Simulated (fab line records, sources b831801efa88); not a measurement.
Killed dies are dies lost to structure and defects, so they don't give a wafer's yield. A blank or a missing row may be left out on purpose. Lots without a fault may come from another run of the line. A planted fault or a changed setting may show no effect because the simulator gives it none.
A struck lot beside a sound one | flow sky130 | 16 steps out of a route of 708
Sound: wafers L208.3, L208.5, L208.6. Struck: wafers L202.1, L202.6. (L202.3 of the same lot was not struck and is left out.) The cause comes at the end.
At each step with rows: each side's tool, then ch and its chambers, then its first start. Under that, the readings that differ: sound wafers | struck wafers | difference of the means | sigmas: that difference in standard deviations of wafers without a fault.
alike: readings whose means differ by less than 2 such deviations, and words and numbers that are the same on both sides. not compared: withheld readings, readings that some wafer has no value for, bounds like >300 that may hide the same value, and numbers for which the record gives no deviation and whose values overlap.
The two part at a step that has a row with sigmas, a row that says differs or no value, or rows on one side only. Numbers that don't overlap but have no deviation are shown without sigmas and don't part them. A reading that every wafer of one side lacks parts them only if that side has two wafers or more.

first, 2 steps without rows for these wafers: SKY_CONTACT_PEB_12; SKY_CONTACT_DEVELOP_13 (develop time 57.99 s).
SKY_CONTACT_CD_MEAS_14: target cd 170 nm.
  sound on cd_sem-02, day 35 23:17; struck on cd_sem-02, day 33 22:05
  alike: cd_nm
SKY_CONTACT_OVL_MEAS_15:
  sound on overlay-01, day 35 23:22; struck on overlay-02, day 33 22:13
  alike: CONTACT_OVL
SKY_CONTACT_ETCH_16: etches BARC in N2/H2, stops on SiO2, time 45.9 s, target depth 60 nm.
  sound on rie_diel-04 ch 0,2, day 35 23:23; struck on rie_diel-02 ch 3, day 33 22:14
  alike: drypump_motor_current_A, oes_product_au, throttle_valve_pct
  not compared: rf_hours_counter_h
SKY_CONTACT_ETCH_17: etches SiO2 in C4F8/O2/Ar, stops on Si3N4, target depth 340 nm.
  sound on rie_diel-04 ch 0,2, day 35 23:26; struck on rie_diel-02 ch 3, day 33 22:17
  alike: oes_product_au
SKY_CONTACT_ETCH_18: etches Si3N4 in CHF3/O2, stops on TiN, time 39 s, target depth 75 nm.
  sound on rie_diel-04 ch 0,2; struck on rie_diel-02 ch 3
  alike: drypump_motor_current_A, oes_product_au, throttle_valve_pct
  not compared: rf_hours_counter_h
SKY_CONTACT_STRIP_19: strips in O2/N2.
  sound on plasma_asher-02 ch 0,1, day 35 23:34; struck on plasma_asher-04 ch 1, day 33 22:23
  alike: drypump_motor_current_A, oes_product_au, strip_time_to_endpoint_s
  not compared: rf_hours_counter_h
then, 3 steps without rows for these wafers: SKY_CONTACT_STRIP_20 (strips in post etch residue remover, time 1200 s); SKY_CONTACT_CLEAN_21 (cleans in IPA, time 180 s); SKY_CONTACT_CLEAN_22 (cleans in O3/DIW).
SKY_CONTACT_SPUTTER_23: material TiN, target thk 20 nm, time 80 s.
  sound on pvd_sputter-02, day 36 00:08; struck on pvd_sputter-03, day 33 23:19
  alike: throttle_valve_pct
SKY_CONTACT_CVD_24: deposits W, target thk 340 nm, time 102.12 s.
  sound on cvd_w-02 ch 0,1, day 36 00:14; struck on cvd_w-01 ch 1, day 33 23:22
  reading                               | sound             | struck      | difference | sigmas
  chamber_pressure_Torr (Torr)          | 39.97 39.94 40.05 | 42.54 42.61 | +2.59      | +30
  model.W_of_CONTACT_CVD_24.thk_nm (nm) | 342.5 334.1 331.6 | 346.1 347.9 | +10.9      |
  alike: heater_power_outer_w, heater_power_w
SKY_CONTACT_RS_MEAS_25: measures by four-point-probe.
  sound on film_metro-02, day 36 00:20; struck on film_metro-03, day 33 23:29
  reading               | sound             | struck      | difference | sigmas
  CONTACT_W_RS (ohm/sq) | 0.335 0.343 0.346 | 0.331 0.330 | -0.011     | -3
  not compared: hold
SKY_CONTACT_THK_MEAS_26: measures by xrf.
  sound on film_metro-02, day 36 00:26; struck on film_metro-03, day 33 23:36
  alike: CONTACT_W_THK
  not compared: hold
-- the record jumps here: 14 days lie between the struck wafers' starts before and after (it left off in module CONTACT and takes up again in module PAD_OPEN, whose first step shown is number 708 of the route) --
SKY_PAD_OPEN_PROBE_99:
  the record has rows for the struck wafers here (prober-01, day 47 14:21) and none for the sound ones

WHERE THEY PART
First at SKY_CONTACT_CVD_24; last, within this record, at SKY_PAD_OPEN_PROBE_99.

WHY: what the simulator had put in
Process parameter drift: cvd_w-01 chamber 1, from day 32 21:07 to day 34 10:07, at SKY_CONTACT_CVD_24. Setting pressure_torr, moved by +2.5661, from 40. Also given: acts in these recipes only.
